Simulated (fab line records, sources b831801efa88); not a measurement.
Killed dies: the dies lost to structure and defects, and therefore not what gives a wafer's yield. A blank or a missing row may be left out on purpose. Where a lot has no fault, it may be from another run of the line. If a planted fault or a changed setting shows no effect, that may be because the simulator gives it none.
Which tool was responsible? | flow gf180mcu | 13 lots, 39 wafers sampled, at 5 steps of a route of 602

## WHAT THE GAUGES READ, wafer by wafer
GF_POLY_GATE_THK_MEAS_01.
lot  | measured     | on            | POLY_GATE_CVD_00_THK (nm)
L506 | day 8 11:52  | film metro-03 | 200.3 201.7 202.1
L507 | day 8 22:39  | film metro-03 | 203.1 201.2 202.1
L509 | day 9 12:04  | film metro-02 | 202.2 202.9 203.5
L511 | day 9 21:47  | film metro-03 | 204.0 201.7 202.3
L510 | day 9 21:48  | film metro-02 | 199.2 200.3 199.5
L513 | day 10 11:53 | film metro-02 | 198.4 197.9 198.8
L514 | day 10 15:26 | film metro-02 | 200.9 200.7 200.0
L517 | day 11 17:10 | film metro-02 | 200.4 197.9 198.9
L522 | day 13 00:52 | film metro-03 | 199.5 200.5 199.9
L524 | day 13 19:53 | film metro-03 | 202.5 202.6 204.0
L525 | day 13 23:35 | film metro-03 | 195.5 195.3 196.2
L527 | day 14 11:21 | film metro-03 | 195.6 198.5 196.1
L528 | day 15 03:24 | film metro-04 | 199.9 200.6 201.3

GF_NSD_OVL_MEAS_08.
lot  | measured     | on         | NSD_OVL (nm)
L506 | day 13 09:31 | overlay-01 | 0.3 -0.7 -0.3
L507 | day 13 18:10 | overlay-02 | 0.6 2.9 1.6
L509 | day 14 14:04 | overlay-02 | 2.8 3.8 2.6
L511 | day 15 01:24 | overlay-01 | 1.0 1.4 1.8
L510 | day 15 01:43 | overlay-01 | 3.8 2.4 -0.9
L513 | day 15 17:22 | overlay-02 | 1.5 -0.5 0.3
L514 | day 15 21:31 | overlay-01 | 4.1 5.5 5.2
L517 | day 17 04:26 | overlay-01 | 1.7 -0.6 0.8
L522 | day 18 19:10 | overlay-01 | 0.6 4.0 1.6
L524 | day 19 16:36 | overlay-02 | 1.0 2.1 -0.7
L525 | day 19 23:25 | overlay-01 | 1.6 2.4 2.6
L527 | day 20 11:51 | overlay-01 | 0.7 -0.1 0.1
L528 | day 21 05:37 | overlay-01 | 3.1 3.1 3.0

## WHICH TOOL RAN EACH LOT (tool, then ch and the chambers of the sampled wafers, then the start)
lot  | GF_HV_LDD_STRIP_10                   | GF_HV_LDD_COAT_41                 | GF_HV_LDD_STRIP_49
L506 | plasma asher-04 ch 0,1, day 10 00:17 | litho track-02 ch 0, day 11 23:56 | plasma asher-02 ch 0,1, day 12 09:55
L507 | plasma asher-02 ch 0,1, day 10 09:59 | litho track-04 ch 0, day 12 09:39 | plasma asher-04 ch 0,1, day 12 19:32
L509 | plasma asher-04 ch 0,1, day 11 01:55 | litho track-01 ch 0, day 13 03:20 | plasma asher-04 ch 0,1, day 13 13:52
L511 | plasma asher-02 ch 0,1, day 11 11:56 | litho track-02 ch 0, day 13 14:17 | plasma asher-03 ch 0,1, day 14 00:47
L510 | plasma asher-03 ch 1, day 11 12:20   | litho track-01 ch 0, day 13 15:30 | plasma asher-02 ch 0,1, day 14 01:41
L513 | plasma asher-03 ch 0,1, day 12 02:20 | litho track-01 ch 0, day 14 05:38 | plasma asher-03 ch 0,1, day 14 16:13
L514 | plasma asher-04 ch 0,1, day 12 06:23 | litho track-04 ch 0, day 14 09:33 | plasma asher-04 ch 0,1, day 14 20:16
L517 | plasma asher-04 ch 0,1, day 13 10:38 | litho track-04 ch 0, day 15 15:08 | plasma asher-03 ch 0,1, day 16 02:58
L522 | plasma asher-03 ch 0,1, day 14 20:44 | litho track-01 ch 0, day 17 04:42 | plasma asher-04 ch 0,1, day 17 16:53
L524 | plasma asher-02 ch 0,1, day 15 15:58 | litho track-01 ch 0, day 18 01:20 | plasma asher-02 ch 0,1, day 18 13:11
L525 | plasma asher-02 ch 1, day 15 19:53   | litho track-04 ch 0, day 18 06:08 | plasma asher-02 ch 0,1, day 18 19:04
L527 | plasma asher-04 ch 0,1, day 16 08:43 | litho track-02 ch 0, day 18 19:08 | plasma asher-03 ch 0,1, day 19 07:52
L528 | plasma asher-02 ch 0,1, day 17 01:17 | litho track-02 ch 0, day 19 13:41 | plasma asher-04 ch 0,1, day 20 02:02
- GF_HV_LDD_STRIP_10: strips in O2/N2.
- GF_HV_LDD_COAT_41: resist thk 1000 nm.
- GF_HV_LDD_STRIP_49: strips in O2/N2.

## WHAT THE TOOLS THEMSELVES READ (means of the sampled wafers that have a number; where no wafer has one, the mark that the record gives instead)
GF_HV_LDD_STRIP_10.
lot  | tool            | drypump motor current A (A) | heater power w (W) | oes product au (a.u.) | strip time to endpoint s (s)
L506 | plasma asher-04 | 5.6                         | 344                | 0.713                 | 12.63
L507 | plasma asher-02 | 6.3                         | 302                | 0.721                 | 12.61
L509 | plasma asher-04 | 5.6                         | 347                | 0.719                 | 12.59
L511 | plasma asher-02 | 6.3                         | 303                | 0.719                 | 12.63
L510 | plasma asher-03 | 6.3                         | 327                | 0.720                 | 12.61
L513 | plasma asher-03 | 5.9                         | 319                | 0.714                 | 12.71
L514 | plasma asher-04 | 5.6                         | 346                | 0.719                 | 12.63
L517 | plasma asher-04 | 5.6                         | 340                | 0.719                 | 12.62
L522 | plasma asher-03 | 5.5                         | 311                | 0.716                 | 12.62
L524 | plasma asher-02 | 6.4                         | 299                | 0.717                 | 12.57
L525 | plasma asher-02 | 6.2                         | 271                | 0.712                 | 12.66
L527 | plasma asher-04 | 5.6                         | 338                | 0.712                 | 12.66
L528 | plasma asher-02 | 6.3                         | 289                | 0.716                 | 12.62

GF_HV_LDD_COAT_41.
lot  | tool           | spin speed rpm (rpm)
L506 | litho track-02 | 3001.1
L507 | litho track-04 | 2999.3
L509 | litho track-01 | 2998.1
L511 | litho track-02 | 3002.6
L510 | litho track-01 | 3001.5
L513 | litho track-01 | 2997.3
L514 | litho track-04 | 3000.2
L517 | litho track-04 | 3000.9
L522 | litho track-01 | 3122.9
L524 | litho track-01 | 3124.1
L525 | litho track-04 | 3000.3
L527 | litho track-02 | 2999.6
L528 | litho track-02 | 2999.3

GF_HV_LDD_STRIP_49.
lot  | tool            | drypump motor current A (A) | heater power w (W) | oes product au (a.u.) | strip time to endpoint s (s)
L506 | plasma asher-02 | 6.3                         | 300                | 0.719                 | 12.61
L507 | plasma asher-04 | 5.5                         | 346                | 0.715                 | 12.62
L509 | plasma asher-04 | 5.6                         | 335                | 0.717                 | 12.67
L511 | plasma asher-03 | 5.5                         | 307                | 0.712                 | 12.68
L510 | plasma asher-02 | 6.3                         | 300                | 0.717                 | 12.61
L513 | plasma asher-03 | 5.5                         | 308                | 0.716                 | 12.57
L514 | plasma asher-04 | 5.6                         | 346                | 0.716                 | 12.65
L517 | plasma asher-03 | 5.9                         | 323                | 0.720                 | 12.63
L522 | plasma asher-04 | 5.6                         | 341                | 0.716                 | 12.39
L524 | plasma asher-02 | 6.3                         | 302                | 0.721                 | 12.39
L525 | plasma asher-02 | 6.3                         | 291                | 0.719                 | 12.60
L527 | plasma asher-03 | 5.8                         | 318                | 0.715                 | 12.62
L528 | plasma asher-04 | 5.6                         | 338                | 0.718                 | 12.64

## THE ANSWER, worked out from the rows above alone
Rule: the usual values come from the lots themselves. Put in order of their means at a reading, lots are off if they are a third of the lots or fewer, leave a main group of 4 or more, and stand apart from it by a gap of 3 or more times the standard deviation of the main group's means; of several such gaps the widest counts. The tables above print the reading to a certain number of digits; a main group whose means all agree to those digits is not used. A lot without any number at a reading at which 4 lots or more have one is off too. Where the step has rows for the other lots, those lots are counted as sound. The gauges are gone through in route order, then the tools' own readings, and for those a lot's mean is taken as printed above. The first step at which some lot is off is used, and at that step the reading that is off furthest; a lot without a number counts as furthest.
Off at GF_HV_LDD_COAT_41 (spin speed rpm): L522, L524. The main group has a mean of 3000.0 rpm with a standard deviation of 1.5.
If a tool, at that step or one of the process steps before it, ran each lot that is off and ran no sound lot following the first of them, it fits. One fits: GF_HV_LDD_COAT_41 on litho track-01. Its last sound lot is L513 (day 14 05:38), its first lot that is off L522 (day 17 04:42): a fault that began between those two fits.
The tool's own readings at GF_HV_LDD_COAT_41 bear it out: on the lots that are off they differ by more than 5 times the standard deviation of the sound lots' means. spin speed rpm reads 3123.5 rpm there against 3000.0 rpm on the sound lots.

## WHAT THE SIMULATOR HAD INSERTED
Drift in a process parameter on litho track-01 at GF_HV_LDD_COAT_41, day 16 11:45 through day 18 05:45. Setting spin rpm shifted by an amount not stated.
Struck lots among those shown: L522, L524. Same finding as the rule above.
